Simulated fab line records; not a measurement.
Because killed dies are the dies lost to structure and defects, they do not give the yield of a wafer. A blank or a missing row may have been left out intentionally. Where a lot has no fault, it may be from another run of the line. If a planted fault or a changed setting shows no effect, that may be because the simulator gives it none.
Problem report, 8D (eight disciplines) form, completed by code -- flow gf180mcu -- the parts of the form that need people (team, actions taken, sign-off) are left out

1. PROBLEM STATEMENT
Wafers without a fault read 80 s with a standard deviation of 6.7, while time-to-endpoint-s at GF_V3_CMP_04 averages 27 s across 2 wafers of 1 lot. Relative to the usual mean, that is a shift of -7.9 standard deviations.
The step: polishes SiO2.
First seen on wafer L713.2, day 27 17:40, on cmp-02. The record holds 39 wafers of 13 lots with a number at this step. By rule, "out" or "out of limits" means more than 4 standard deviations away from the usual mean. The rest of the wafers with a number are treated as sound.

2. WHAT IT IS AND WHAT IT IS NOT
question,is,is not
which readings at this step,time-to-endpoint-s,motor-current-A
which lots,L713,"L695, L696, L697, L698, L699, L700, L703, L704, L706, L707, L708, L716"
which wafers of those lots,"L713.2, L713.5",L713.4
read on which tools,cmp-02,cmp-01
when,from day 27 17:40,up to then (34 sound wafers); but 3 sound wafers of L716 came after

3. SUSPECTS, AND WHAT RULES EACH OUT
Counting: any tool at a process step up to the reading remains a suspect provided it ran every lot that is out. Sound lots after the first of them don't rule it out here, since some wafers of a struck lot are sound.
- cmp-01 at GF_V2_CMP_04 (polishes SiO2): kept. It processed L713, the lot that is out, at day 25 22:33, and its most recent sound lot before then was L706 at day 23 13:59.
- cmp-02 at GF_V3_CMP_04 (polishes SiO2): kept. It processed L713, the lot that is out, at day 27 17:40, and its most recent sound lot before then was L708 at day 26 07:04. Out on those wafers are its own readings of time-to-endpoint-s.
- Within cmp-02 at GF_V3_CMP_04, the wafers that are out were processed in chamber 0 and their sound lot-mates in chamber 3.
The count leaves cmp-02 at GF_V3_CMP_04 and cmp-01 at GF_V2_CMP_04.

4. THE CAUSE (what the simulator had put in)
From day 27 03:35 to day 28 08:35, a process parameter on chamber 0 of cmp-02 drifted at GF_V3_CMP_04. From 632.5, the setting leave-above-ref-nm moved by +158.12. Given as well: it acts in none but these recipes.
Counting leaves 2 suspects; this tool is one of them.

5. THE EFFECT CHAIN, in route order
Each row: a reading whose mean over the struck wafers that have a number lies more than 3 standard deviations from the usual. Only readings whose record carries a usual standard deviation are examined. hours: median over the lots of the time between each lot's start at the first step of this table that gives one and its start at this step. sigmas: the change, counted in usual standard deviations.
hours,step,reading,usual,on struck wafers,change,sigmas
0,GF_V3_CMP_04,time-to-endpoint-s,80 s,27,-53,-7.9
-,GF_V3_ETCH_17,oes-product-au,0.856 a.u.,0.966,+0.110,+23
152,GF_PASSIVATION_PROBE_99,defect-limited-yield,90.5 %,77.1,-13.4,-8.9
152,GF_PASSIVATION_PROBE_99,killed_at_M0_to_M3,20,86,+66,+14
152,GF_PASSIVATION_PROBE_99,killed-dies,47,112,+66,+9.1
152,GF_PASSIVATION_PROBE_99,sort_bin_5_function,5.5 %,18.9,+13.4,+12
152,GF_PASSIVATION_PROBE_99,sort-n-pass,445,380,-66,-9.1
152,GF_PASSIVATION_PROBE_99,sort-yield-pct,90.5 %,77.1,-13.4,-8.9
Here are the process steps it includes:
- GF_V3_CMP_04: polishes SiO2.
- GF_V3_ETCH_17: etches SiO2 in C4F8/O2/Ar, stops on TiN, target depth 635 nm.
- GF_PASSIVATION_PROBE_99

6. WHAT WOULD HAVE CAUGHT IT SOONER
In this record the first reading out of limits was taken at day 27 17:40, 14 hours after the fault began at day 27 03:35.
